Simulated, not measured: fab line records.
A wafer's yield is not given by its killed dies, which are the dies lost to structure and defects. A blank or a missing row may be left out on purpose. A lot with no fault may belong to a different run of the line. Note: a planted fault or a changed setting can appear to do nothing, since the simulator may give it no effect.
Check of tool commonality | flow sky130 | 33 wafers sampled across 11 lots

## THE REASON FOR OPENING IT
SKY_SD_P_TW_MEAS_11, reading SD_P_TW: flagged on 3 of 11 lots. Wafers without a fault read 2869, standard deviation 43.
Rule: a lot is flagged in two cases, either no wafer of it has a number, or all its wafers with numbers fall more than 4 standard deviations from that mean. The other lots count as sound.

lot  | measured     | on            | SD_P_TW, wafer by wafer | flag
L278 | day 27 13:26 | film-metro-01 | 2927 2918 2917          |
L280 | day 28 00:34 | film-metro-01 | 2923 2911 2925          |
L279 | day 28 01:47 | film-metro-01 | 2917 2916 2925          |
L281 | day 28 05:03 | film-metro-04 | 2829 2837 2820          |
L283 | day 28 19:12 | film-metro-02 | 3170 3158 3170          | FLAGGED
L285 | day 29 13:41 | film-metro-02 | 2843 2861 2847          |
L284 | day 29 14:13 | film-metro-04 | 2837 2841 2843          |
L286 | day 29 18:20 | film-metro-01 | 3191 3214 3194          | FLAGGED
L287 | day 30 01:26 | film-metro-01 | 3226 3238 3231          | FLAGGED
L291 | day 31 08:52 | film-metro-04 | 2818 2818 2834          |
L297 | day 33 11:07 | film-metro-02 | 2856 2848 2844          |
Average over the flagged lots: 3199; offset from the usual +330, equal to +8 standard deviations.

## WHICH TOOL EACH LOT WENT THROUGH
Before the reading, the record contains 2 process steps out of a 708-step route. Read each cell as the tool, then ch plus the chambers that the sampled wafers visited, then the start.
lot  | flag    | SKY_SD_P_IMPLANT_09             | SKY_SD_P_STRIP_10
L278 |         | implanter-03 ch 0, day 27 13:13 | plasma-asher-04 ch 0,1, day 27 13:21
L280 |         | implanter-04 ch 0, day 28 00:19 | plasma-asher-04 ch 0,1, day 28 00:28
L279 |         | implanter-03 ch 0, day 28 01:33 | plasma-asher-04 ch 0,1, day 28 01:40
L281 |         | implanter-04 ch 0, day 28 04:48 | plasma-asher-03 ch 0,1, day 28 04:57
L283 | FLAGGED | implanter-03 ch 0, day 28 18:40 | plasma-asher-02 ch 0,1, day 28 19:07
L285 |         | implanter-04 ch 0, day 29 13:26 | plasma-asher-02 ch 0,1, day 29 13:34
L284 |         | implanter-04 ch 0, day 29 13:58 | plasma-asher-02 ch 0,1, day 29 14:06
L286 | FLAGGED | implanter-03 ch 0, day 29 17:46 | plasma-asher-03 ch 0,1, day 29 18:14
L287 | FLAGGED | implanter-04 ch 0, day 30 00:52 | plasma-asher-03 ch 1, day 30 01:19
L291 |         | implanter-04 ch 0, day 31 08:37 | plasma-asher-02 ch 0,1, day 31 08:46
L297 |         | implanter-04 ch 0, day 33 10:52 | plasma-asher-03 ch 0,1, day 33 11:01
What is done by these steps:
- SKY_SD_P_IMPLANT_09
- SKY_SD_P_STRIP_10: strips in O2/N2.
- SKY_SD_P_TW_MEAS_11

## FLAGGED OVER TOTAL, TOOL BY TOOL (the gauges that took the reading come last)
step                | tool            | lots run | flagged | share of the flagged lots | sound lots run after its first flagged lot
SKY_SD_P_IMPLANT_09 | implanter-03    | 4        | 2       | some                      | 0
SKY_SD_P_IMPLANT_09 | implanter-04    | 7        | 1       | some                      | 2 (L291,L297)
SKY_SD_P_STRIP_10   | plasma-asher-02 | 4        | 1       | some                      | 3 (L285,L284,L291)
SKY_SD_P_STRIP_10   | plasma-asher-03 | 4        | 2       | some                      | 1 (L297)
SKY_SD_P_STRIP_10   | plasma-asher-04 | 3        | 0       | none                      | -
SKY_SD_P_TW_MEAS_11 | film-metro-01   | 5        | 2       | some                      | 0
SKY_SD_P_TW_MEAS_11 | film-metro-02   | 3        | 1       | some                      | 2 (L285,L297)
SKY_SD_P_TW_MEAS_11 | film-metro-04   | 3        | 0       | none                      | -

## WHAT THE TABLE PERMITS
No row of the table ran every flagged lot.

## WHAT THE SIMULATOR HAD INSERTED
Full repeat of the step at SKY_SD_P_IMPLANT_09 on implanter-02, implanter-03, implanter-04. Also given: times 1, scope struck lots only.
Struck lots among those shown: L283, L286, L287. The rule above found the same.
